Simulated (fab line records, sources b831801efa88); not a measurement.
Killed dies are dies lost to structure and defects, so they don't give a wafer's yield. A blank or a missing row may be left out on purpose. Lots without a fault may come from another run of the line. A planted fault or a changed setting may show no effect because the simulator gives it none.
A struck lot beside a sound one | flow sky130 | 44 steps out of a route of 708
Sound: wafers L431.1, L431.3, L431.5. Struck: wafers L437.4, L437.6. (L437.2 of the same lot was not struck and is left out.) The cause comes at the end.
At each step with rows: each side's tool, then ch and its chambers, then its first start. Under that, the readings that differ: sound wafers | struck wafers | difference of the means | sigmas: that difference in standard deviations of wafers without a fault.
alike: readings whose means differ by less than 2 such deviations, and words and numbers that are the same on both sides. not compared: withheld readings, readings that some wafer has no value for, bounds like >300 that may hide the same value, and numbers for which the record gives no deviation and whose values overlap.
The two part at a step that has a row with sigmas, a row that says differs or no value, or rows on one side only. Numbers that don't overlap but have no deviation are shown without sigmas and don't part them. A reading that every wafer of one side lacks parts them only if that side has two wafers or more.

SKY_METAL4_CD_MEAS_13: target cd 300 nm.
  sound on cd_sem-02, day 44 07:58; struck on cd_sem-01, day 44 12:43
  alike: cd_nm
SKY_METAL4_OVL_MEAS_14:
  sound on overlay-01, day 44 08:05; struck on overlay-01, day 44 12:49
  alike: METAL4_OVL
then, 1 step without rows for these wafers: SKY_METAL4_DESCUM_15 (chemistry O2, time 8 s).
SKY_METAL4_ETCH_16: etches BARC in N2/H2, stops on SiO2, time 88.2 s, target depth 60 nm.
  sound on rie_metal-03 ch 0,1, day 44 08:10; struck on rie_metal-03 ch 0,1, day 44 12:53
  alike: bias_w, drypump_motor_current_A, oes_product_au, throttle_valve_pct
  not compared: rf_hours_counter_h
then, 2 steps without rows for these wafers: SKY_METAL4_ETCH_17 (etches SiO2 in C4F8/O2/Ar, stops on TiN, time 3.9 s, target depth 15 nm); SKY_METAL4_METAL_ETCH_18 (etches the open film in Cl2/BCl3, stops on SiO2, target depth 845 nm, time 183.1 s).
SKY_METAL4_STRIP_19: strips in O2/N2.
  sound on plasma_asher-03 ch 0,1, day 44 08:27; struck on plasma_asher-01 ch 0,1, day 44 13:11
  reading                     | sound          | struck    | difference | sigmas
  drypump_motor_current_A (A) | 5.45 5.15 5.18 | 5.93 5.79 | +0.60      | +2
  alike: oes_product_au, strip_time_to_endpoint_s
  not compared: rf_hours_counter_h
then, 4 steps without rows for these wafers: SKY_METAL4_STRIP_20 (strips in post etch residue remover, time 1200 s); SKY_METAL4_CLEAN_21 (cleans in IPA, time 180 s); SKY_METAL4_CLEAN_22 (cleans in O3/DIW); SKY_VIA4_HDPCVD_00 (deposits SiO2, target thk 1750 nm, time 291.7 s).
SKY_VIA4_THK_MEAS_01:
  sound on film_metro-01, day 44 09:18; struck on film_metro-02, day 44 14:02
  alike: VIA4_HDPCVD_THK
SKY_VIA4_CMP_02: polishes SiO2.
  sound on cmp-02 ch 0,2,3, day 44 09:28; struck on cmp-01 ch 0,3, day 44 14:17
  reading                                  | sound           | struck    | difference | sigmas
  model.SiO2_of_VIA4_HDPCVD_00.thk_nm (nm) | 580.9 580 579.5 | 636.5 638 | +57.1      |
  alike: motor_current_A
SKY_VIA4_BOW_MEAS_03:
  sound on film_metro-01, day 44 09:40; struck on film_metro-02, day 44 14:37
  alike: VIA4_BOW
then, 7 steps without rows for these wafers: SKY_VIA4_DEHYDRATE_04 (time 60 s); SKY_VIA4_HMDS_05 (prime time 60 s); SKY_VIA4_COAT_06 (resist thk 1140 nm); SKY_VIA4_SOFTBAKE_07 (time 60 s); SKY_VIA4_EXPOSE_08 (exposes mask VIM4, target cd 800 nm); SKY_VIA4_PEB_09; SKY_VIA4_DEVELOP_10 (develop time 60 s).
SKY_VIA4_OVL_MEAS_11:
  sound on overlay-02, day 45 08:57; struck on overlay-02, day 45 14:03
  alike: VIA4_OVL
SKY_VIA4_ETCH_12: etches SiO2 in C4F8/O2/Ar, stops on TiN, target depth 580 nm.
  sound on rie_diel-02 ch 0,2,3, day 45 08:59; struck on rie_diel-03 ch 0,1, day 45 14:05
  reading                          | sound             | struck      | difference | sigmas
  oes_product_au (a.u.)            | 0.927 0.932 0.923 | 0.967 0.976 | +0.044     | +9
  model.etch.depth_nm (nm)         | 580.9 580 579.5   | 636.5 638   | +57.1      |
  model.VIA4.feature_depth_nm (nm) | 580.9 580 579.5   | 636.5 638   | +57.1      |
  alike: bias_w
then, 6 steps without rows for these wafers: SKY_VIA4_STRIP_13 (strips in O2/N2); SKY_VIA4_STRIP_14 (strips in post etch residue remover, time 1200 s); SKY_VIA4_CLEAN_15 (cleans in IPA, time 180 s); SKY_VIA4_CLEAN_16 (cleans in O3/DIW); SKY_VIA4_SPUTTER_17 (material TiN, target thk 20 nm, time 80 s); SKY_VIA4_CVD_18 (deposits W, target thk 505 nm, time 152.14 s).
SKY_VIA4_RS_MEAS_19: measures by four-point-probe.
  sound on film_metro-01, day 45 09:52; struck on film_metro-02, day 45 15:01
  alike: VIA4_W_RS
SKY_VIA4_THK_MEAS_20: measures by xrf.
  sound on film_metro-01, day 45 09:59; struck on film_metro-02, day 45 15:07
  alike: VIA4_W_THK
then, 1 step without rows for these wafers: SKY_VIA4_CMP_21 (polishes, stops on SiO2, t overpolish 25 s, target thk 0 nm).
SKY_METAL5_SPUTTER_00: material Ti, target thk 15 nm, time 10 s.
  sound on pvd_sputter-02, day 45 10:20; struck on pvd_sputter-04, day 45 15:28
  alike: throttle_valve_pct
SKY_METAL5_SPUTTER_01: material TiN, target thk 20 nm, time 16.7 s.
  sound on pvd_sputter-02, day 45 10:22; struck on pvd_sputter-04, day 45 15:29
  alike: throttle_valve_pct
SKY_METAL5_SPUTTER_02: material AlCu, target thk 1150 nm, time 61.2 s.
  sound on pvd_sputter-02, day 45 10:23; struck on pvd_sputter-04, day 45 15:31
  alike: throttle_valve_pct
then, 2 steps without rows for these wafers: SKY_METAL5_SPUTTER_03 (material Ti, target thk 5 nm, time 3.3 s); SKY_METAL5_SPUTTER_04 (material TiN, target thk 70 nm, time 58.3 s).
SKY_METAL5_RS_MEAS_05: measures by four-point-probe.
  sound on film_metro-03, day 45 10:31; struck on film_metro-03, day 45 15:40
  alike: METAL5_ALCU_RS
SKY_METAL5_THK_MEAS_06: measures by xrf.
  sound on film_metro-03, day 45 10:38; struck on film_metro-03, day 45 15:46
  alike: METAL5_ALCU_THK
then, 3 steps without rows for these wafers: SKY_METAL5_DEHYDRATE_07 (time 60 s); SKY_METAL5_HMDS_08 (prime time 60 s); SKY_METAL5_COAT_09 (resist thk 1800 nm).
SKY_METAL5_METAL_ETCH_15: etches the open film in Cl2/BCl3, stops on SiO2, target depth 1260 nm, time 252 s.
  sound on rie_metal-01 ch 1, day 46 08:03; struck on rie_metal-01 ch 0, day 46 13:28
  reading                                  | sound             | struck      | difference | sigmas
  model.SiO2_of_VIA4_HDPCVD_00.thk_nm (nm) | 549.6 548.7 548.4 | 605.9 607.2 | +57.6      |
  alike: bias_w, drypump_motor_current_A, oes_product_au, throttle_valve_pct
  not compared: rf_hours_counter_h
SKY_PAD_OPEN_PROBE_99:
  sound on prober-02, day 48 07:49; struck on prober-02, day 48 12:11
  reading                       | sound                | struck      | difference | sigmas
  model.etest.via4_chain.rc_ohm | 0.7542 0.7926 0.8071 | 1.443 1.007 | +0.440     |

WHERE THEY PART
First at SKY_METAL4_STRIP_19; last, within this record, at SKY_VIA4_ETCH_12. Later steps at which nothing parts them and some readings are alike: SKY_VIA4_RS_MEAS_19, SKY_VIA4_THK_MEAS_20, SKY_METAL5_SPUTTER_00, SKY_METAL5_SPUTTER_01, SKY_METAL5_SPUTTER_02, SKY_METAL5_RS_MEAS_05, SKY_METAL5_THK_MEAS_06, SKY_METAL5_METAL_ETCH_15.

WHY: what the simulator had put in
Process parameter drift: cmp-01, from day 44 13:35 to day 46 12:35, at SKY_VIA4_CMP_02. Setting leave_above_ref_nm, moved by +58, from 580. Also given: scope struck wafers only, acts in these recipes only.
